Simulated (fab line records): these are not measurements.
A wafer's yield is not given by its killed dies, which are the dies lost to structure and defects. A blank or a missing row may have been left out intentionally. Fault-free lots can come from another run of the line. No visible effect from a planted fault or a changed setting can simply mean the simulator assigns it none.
fab line records -- flow sky130
[record] lots = 12, wafers = 36, last_day = 50
route steps=708 shown VIA2@509 CAPM@541
lots that met no fault: taken from a fault-free run of the same line
start_h: start of the lot's first displayed wafer, in hours after the record's first day -- wait_h: hours since the lot's step before -- " identical to the entry in the row above -- L1.1+2: a row that stands for several wafers -- - no value, or no start given -- * or withheld: withheld -- < > ~ a bound
route shown NAME@n: names a module that has steps shown in the file, with the first one's number in the route -- usual: average and standard deviation across the fault-free wafers -- same: alike in all rows -- chamber/n: place in a boat -- sites: the reading at each site -- _std_site: how widely they spread, as a standard deviation -- _edge_site: inner sites' mean taken away from outer sites' mean -- radius_mm: for every site, how far away it sits from the centre of the wafer -- mask NAME#n: copy n -- behind: the last tool/chamber to shape the wafer -- hold: cause of the lot's hold/its duration in hours/its outcome -- device: the n, p or np transistor that did not switch -- end of line: tests of these same wafers at the route's end -- a step given without rows: its recipe and nothing more -- killed: count of dies lost to structure and defects at first sort (not the wafer's yield) -- map: shows each die of a wafer: x if killed, . if not, _ if none is there
set.NAME: setting as actually run; set.NAME@STEP: the setting as run at that earlier step -- model.NAME: the simulator's own value behind a step, which no gauge read
a sample of lots followed through the steps of the route, with each step as a table and each wafer as a row
services: from which hour (start_h, from the record's first day; less than 0 if before it) a tool's chamber was out of use, for how many hours, and why
[[steps]]
[step SKY_VIA2_CMP_02]
[recipe] material = SiO2, down_force_psi = 4, platen_rpm = 60, pad_velocity_m_s = 0.94248
[usual] motor_current_A = 12.1/0.73
lot.wafer,tool,chamber,start_h,wait_h,motor_current_A
L899.2,cmp-01,3,836.51,0.1,12.2
L899.1,cmp-01,0,836.51,0.1,12.0
L899.5,cmp-01,3,836.51,0.1,11.8
L900.1,cmp-02,1,852.93,0.1,11.5
L900.2,cmp-02,3,852.93,0.1,10.5
L900.6,cmp-02,2,852.93,0.1,13.2
L905.4,cmp-02,3,880.48,0.1,10.8
L905.1,cmp-02,0,880.48,0.1,12.6
L905.6,cmp-02,2,880.48,0.1,12.5
L907.2,cmp-02,0,901.51,0.1,12.5
L907.1,cmp-02,1,901.51,0.1,12.0
L907.6,cmp-02,3,901.51,0.1,10.9
L906.2,cmp-02,1,901.88,0.0,11.4
L906.3,cmp-02,3,901.88,0.0,10.2
L906.5,cmp-02,2,901.88,0.0,13.4
L908.3,cmp-02,1,908.31,0.1,11.6
L908.5,cmp-02,3,908.31,0.1,10.4
L908.6,cmp-02,0,908.31,0.1,12.3
L910.3,cmp-02,3,933.42,0.0,10.3
L910.4,cmp-02,2,933.42,0.0,13.6
L910.6,cmp-02,0,933.42,0.0,11.8
L911.2,cmp-01,1,935.27,0.0,12.0
L911.3,cmp-01,0,935.27,0.0,12.2
L911.6,cmp-01,2,935.27,0.0,12.1
L914.4,cmp-01,2,951.55,0.1,11.8
L914.5,cmp-01,1,951.55,0.1,12.6
L914.6,cmp-01,2,951.55,0.1,11.8
L917.4,cmp-01,0,969.95,0.0,11.9
L917.2,cmp-01,1,969.95,0.0,12.4
L917.6,cmp-01,1,969.95,0.0,12.7
L919.1,cmp-01,2,986.71,0.1,12.4
L919.4,cmp-01,0,986.71,0.1,12.0
L919.5,cmp-01,2,986.71,0.1,11.9
L921.1,cmp-02,2,994.39,0.1,13.3
L921.4,cmp-02,1,994.39,0.1,11.4
L921.5,cmp-02,3,994.39,0.1,10.8
[step SKY_VIA2_OVL_MEAS_13]
[usual] VIA2_OVL = 2/5.9
lot.wafer,tool,chamber,start_h,wait_h,VIA2_OVL[nm]
L899.1,overlay-02,-,862.55,0.1,-3
L899.2,overlay-02,-,862.55,0.1,-1
L899.5,overlay-02,-,862.55,0.1,-2
L900.1,overlay-01,-,879.39,0.1,-4
L900.2,overlay-01,-,879.39,0.1,4
L900.6,overlay-01,-,879.39,0.1,6
L905.1,overlay-01,-,905.81,0.1,2
L905.4,overlay-01,-,905.81,0.1,4
L905.6,overlay-01,-,905.81,0.1,8
L907.1,overlay-01,-,926.61,0.1,2
L907.2,overlay-01,-,926.61,0.1,-1
L907.6,overlay-01,-,926.61,0.1,-1
L906.2,overlay-02,-,928.00,0.1,1
L906.3,overlay-02,-,928.00,0.1,0
L906.5,overlay-02,-,928.00,0.1,0
L908.3,overlay-02,-,933.55,0.1,7
L908.5,overlay-02,-,933.55,0.1,-1
L908.6,overlay-02,-,933.55,0.1,10
L910.3,overlay-02,-,958.68,0.1,0
L910.4,overlay-02,-,958.68,0.1,2
L910.6,overlay-02,-,958.68,0.1,1
L911.2,overlay-02,-,960.25,0.1,-3
L911.3,overlay-02,-,960.25,0.1,5
L911.6,overlay-02,-,960.25,0.1,-5
L914.4,overlay-01,-,976.16,0.1,5
L914.5,overlay-01,-,976.16,0.1,1
L914.6,overlay-01,-,976.16,0.1,3
L917.2,overlay-02,-,993.10,0.1,6
L917.4,overlay-02,-,993.10,0.1,8
L917.6,overlay-02,-,993.10,0.1,9
L919.1,overlay-01,-,1010.60,0.1,9
L919.4,overlay-01,-,1010.60,0.1,-4
L919.5,overlay-01,-,1010.60,0.1,4
L921.1,overlay-02,-,1018.49,0.1,8
L921.4,overlay-02,-,1018.49,0.1,13
L921.5,overlay-02,-,1018.49,0.1,14
[step SKY_VIA2_CVD_21]
[recipe] material = W, target_thk_nm = 420, time_s = 126.4, temp_c = 400, pressure_torr = 40
[usual] heater_power_w = 873/21
lot.wafer,tool,chamber,start_h,wait_h,heater_power_w
L899.1,cvd_w-02,0,863.37,0.0,904
L899.2,cvd_w-02,1,863.37,0.0,911
L899.5,cvd_w-02,0,863.37,0.0,916
L900.1,cvd_w-02,1,880.19,0.0,912
L900.2,cvd_w-02,0,880.19,0.0,918
L900.6,cvd_w-02,0,880.19,0.0,897
L905.1,cvd_w-01,0,906.65,0.0,879
L905.4,cvd_w-01,0,906.65,0.0,895
L905.6,cvd_w-01,1,906.65,0.0,868
L907.1,cvd_w-02,0,927.53,0.0,857
L907.2,cvd_w-02,1,927.53,0.0,883
L907.6,cvd_w-02,1,927.53,0.0,887
L906.2,cvd_w-02,1,928.89,0.0,896
L906.3,cvd_w-02,0,928.89,0.0,838
L906.5,cvd_w-02,0,928.89,0.0,820
L908.3,cvd_w-02,0,934.38,0.1,843
L908.5,cvd_w-02,0,934.38,0.1,833
L908.6,cvd_w-02,1,934.38,0.1,886
L910.3,cvd_w-02,0,959.50,0.1,844
L910.4,cvd_w-02,1,959.50,0.1,890
L910.6,cvd_w-02,0,959.50,0.1,849
L911.2,cvd_w-01,0,961.07,0.0,880
L911.3,cvd_w-01,0,961.07,0.0,885
L911.6,cvd_w-01,0,961.07,0.0,866
L914.4,cvd_w-01,0,976.98,0.1,875
L914.5,cvd_w-01,1,976.98,0.1,882
L914.6,cvd_w-01,0,976.98,0.1,874
L917.2,cvd_w-01,1,993.90,0.0,886
L917.4,cvd_w-01,0,993.90,0.0,894
L917.6,cvd_w-01,0,993.90,0.0,865
L919.1,cvd_w-01,0,1011.39,0.0,892
L919.4,cvd_w-01,1,1011.39,0.0,861
L919.5,cvd_w-01,0,1011.39,0.0,852
L921.1,cvd_w-01,0,1019.29,0.0,883
L921.4,cvd_w-01,0,1019.29,0.0,849
L921.5,cvd_w-01,1,1019.29,0.0,870
[step SKY_VIA2_RS_MEAS_22]
[recipe] thk_meas_gauge = four-point-probe, reads = W_of_VIA2_CVD_21+TiN_of_VIA2_SPUTTER_20
[usual] VIA2_W_RS = 0.2725/0.0029
lot.wafer,tool,chamber,start_h,wait_h,VIA2_W_RS[ohm/sq]
L899.1,film_metro-01,-,863.50,0.1,0.2744
L899.2,film_metro-01,-,863.50,0.1,0.2739
L899.5,film_metro-01,-,863.50,0.1,0.2746
L900.1,film_metro-04,-,880.32,0.1,0.2755
L900.2,film_metro-04,-,880.32,0.1,0.2717
L900.6,film_metro-04,-,880.32,0.1,0.2686
L905.1,film_metro-02,-,906.78,0.1,0.2727
L905.4,film_metro-02,-,906.78,0.1,0.2728
L905.6,film_metro-02,-,906.78,0.1,0.2685
L907.1,film_metro-04,-,927.66,0.1,0.2702
L907.2,film_metro-04,-,927.66,0.1,0.4075
L907.6,film_metro-04,-,927.66,0.1,0.4057
L906.2,film_metro-02,-,929.04,0.1,0.4078
L906.3,film_metro-02,-,929.04,0.1,0.2747
L906.5,film_metro-02,-,929.04,0.1,0.2798
L908.3,film_metro-02,-,934.51,0.1,0.2725
L908.5,film_metro-02,-,934.51,0.1,0.2762
L908.6,film_metro-02,-,934.51,0.1,0.4136
L910.3,film_metro-02,-,959.63,0.1,0.2709
L910.4,film_metro-02,-,959.63,0.1,0.3993
L910.6,film_metro-02,-,959.63,0.1,0.2694
L911.2,film_metro-04,-,961.22,0.1,0.2742
L911.3,film_metro-04,-,961.22,0.1,0.2735
L911.6,film_metro-04,-,961.22,0.1,0.2723
L914.4,film_metro-02,-,977.13,0.1,0.2709
L914.5,film_metro-02,-,977.13,0.1,0.2740
L914.6,film_metro-02,-,977.13,0.1,0.2750
L917.2,film_metro-02,-,994.05,0.1,0.2740
L917.4,film_metro-02,-,994.05,0.1,0.2767
L917.6,film_metro-02,-,994.05,0.1,0.2775
L919.1,film_metro-02,-,1011.52,0.1,0.2807
L919.4,film_metro-02,-,1011.52,0.1,0.2753
L919.5,film_metro-02,-,1011.52,0.1,0.2763
L921.1,film_metro-01,-,1019.42,0.1,0.2731
L921.4,film_metro-01,-,1019.42,0.1,0.2709
L921.5,film_metro-01,-,1019.42,0.1,0.2712
[step SKY_VIA2_THK_MEAS_23]
[recipe] thk_meas_gauge = xrf, reads = W_of_VIA2_CVD_21
[usual] VIA2_W_THK = 408/10
lot.wafer,tool,chamber,start_h,wait_h,VIA2_W_THK[nm]
L899.1,film_metro-01,-,863.62,0.1,404
L899.2,film_metro-01,-,863.62,0.1,407
L899.5,film_metro-01,-,863.62,0.1,406
L900.1,film_metro-04,-,880.44,0.1,403
L900.2,film_metro-04,-,880.44,0.1,412
L900.6,film_metro-04,-,880.44,0.1,414
L905.1,film_metro-02,-,906.90,0.1,397
L905.4,film_metro-02,-,906.90,0.1,397
L905.6,film_metro-02,-,906.90,0.1,402
L907.1,film_metro-04,-,927.78,0.1,421
L907.2,film_metro-04,-,927.78,0.1,317
L907.6,film_metro-04,-,927.78,0.1,322
L906.2,film_metro-02,-,929.15,0.1,308
L906.3,film_metro-02,-,929.15,0.1,397
L906.5,film_metro-02,-,929.15,0.1,391
L908.3,film_metro-02,-,934.61,0.1,403
L908.5,film_metro-02,-,934.61,0.1,395
L908.6,film_metro-02,-,934.61,0.1,305
L910.3,film_metro-02,-,959.73,0.1,399
L910.4,film_metro-02,-,959.73,0.1,311
L910.6,film_metro-02,-,959.73,0.1,405
L911.2,film_metro-04,-,961.33,0.1,413
L911.3,film_metro-04,-,961.33,0.1,416
L911.6,film_metro-04,-,961.33,0.1,417
L914.4,film_metro-02,-,977.22,0.1,401
L914.5,film_metro-02,-,977.22,0.1,399
L914.6,film_metro-02,-,977.22,0.1,393
L917.2,film_metro-02,-,994.16,0.1,396
L917.4,film_metro-02,-,994.16,0.1,391
L917.6,film_metro-02,-,994.16,0.1,392
L919.1,film_metro-02,-,1011.64,0.1,382
L919.4,film_metro-02,-,1011.64,0.1,389
L919.5,film_metro-02,-,1011.64,0.1,395
L921.1,film_metro-01,-,1019.54,0.1,404
L921.4,film_metro-01,-,1019.54,0.1,407
L921.5,film_metro-01,-,1019.54,0.1,408
[step SKY_CAPM_THK_MEAS_04]
[recipe] thk_meas_gauge = xrf, reads = TiN_of_CAPM_SPUTTER_02
[usual] CAPM_TIN_THK = 199.8/2.5
lot.wafer,tool,chamber,start_h,wait_h,CAPM_TIN_THK[nm]
L899.1,film_metro-01,-,864.45,0.1,203.0
L899.2,film_metro-01,-,864.45,0.1,203.1
L899.5,film_metro-01,-,864.45,0.1,202.5
L900.1,film_metro-03,-,881.27,0.1,196.0
L900.2,film_metro-03,-,881.27,0.1,196.6
L900.6,film_metro-03,-,881.27,0.1,199.0
L905.1,film_metro-01,-,907.72,0.1,203.2
L905.4,film_metro-01,-,907.72,0.1,202.3
L905.6,film_metro-01,-,907.72,0.1,202.4
L907.1,film_metro-01,-,928.61,0.1,199.2
L907.2,film_metro-01,-,928.61,0.1,201.9
L907.6,film_metro-01,-,928.61,0.1,200.2
L906.2,film_metro-01,-,929.98,0.1,199.8
L906.3,film_metro-01,-,929.98,0.1,199.2
L906.5,film_metro-01,-,929.98,0.1,202.0
L908.3,film_metro-03,-,939.28,0.1,200.5
L908.5,film_metro-03,-,939.28,0.1,197.1
L908.6,film_metro-03,-,939.28,0.1,199.0
L910.3,film_metro-01,-,960.67,0.1,201.9
L910.4,film_metro-01,-,960.67,0.1,203.1
L910.6,film_metro-01,-,960.67,0.1,200.4
L911.2,film_metro-02,-,962.16,0.1,202.8
L911.3,film_metro-02,-,962.16,0.1,201.9
L911.6,film_metro-02,-,962.16,0.1,201.9
L914.4,film_metro-01,-,978.04,0.1,199.3
L914.5,film_metro-01,-,978.04,0.1,200.2
L914.6,film_metro-01,-,978.04,0.1,199.0
L917.2,film_metro-01,-,994.99,0.1,196.1
L917.4,film_metro-01,-,994.99,0.1,197.1
L917.6,film_metro-01,-,994.99,0.1,196.4
L919.1,film_metro-02,-,1012.47,0.1,201.0
L919.4,film_metro-02,-,1012.47,0.1,201.5
L919.5,film_metro-02,-,1012.47,0.1,201.9
L921.1,film_metro-01,-,1020.37,0.1,197.4
L921.4,film_metro-01,-,1020.37,0.1,198.6
L921.5,film_metro-01,-,1020.37,0.1,196.6
[[services]]
tool,chamber,start_h,hours,kind
cvd_w-02,1,824.78,15.4,repair
cvd_w-02,0,876.78,1.5,repair
cvd_w-02,1,894.38,1.9,repair
cvd_w-02,-,904.00,14.0,pm
cvd_w-02,0,904.00,14.0,vent_cycle
cvd_w-02,1,904.00,14.0,vent_cycle
cmp-01,-,912.05,4.0,pm
cmp-01,-,916.05,-,consumable_replace:conditioner
cmp-01,-,916.05,-,consumable_replace:pad
cvd_w-02,0,918.00,-,clean
cvd_w-02,1,918.00,-,clean
cvd_w-01,-,935.28,0.7,repair
cvd_w-02,0,984.26,32.9,repair
cmp-01,-,997.22,1.6,repair
cmp-02,-,998.89,6.8,pm
cmp-01,-,1013.63,4.2,pm
[[key]]
[first_sign] step = SKY_VIA2_RS_MEAS_22, reading = VIA2_W_RS, direction = up, sigmas = 46, usual = 0.2725, struck = 0.4068
[effect] step = SKY_VIA2_THK_MEAS_23, reading = VIA2_W_THK, direction = down, sigmas = 9.2, usual = 408, struck = 313
met_at SKY_VIA2_CVD_21
struck_lots L906,L907,L908,L910
struck_wafers L906.2,L907.2,L907.6,L908.6,L910.4
not_acting_at SKY_VIA2_CMP_02,SKY_VIA2_OVL_MEAS_13,SKY_CAPM_THK_MEAS_04
onset_between 880.19 927.53
[fault] kind = site_profile_drift, tool = cvd_w-02, chamber = 1, onset_h = 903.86, steps = SKY_VIA2_CVD_21, basis = fraction, max_abs_drift = 0.51702, slope_share_per_hr = 114.89, site_pattern = 0,0,0,0,0,-1,-1,-1,-1
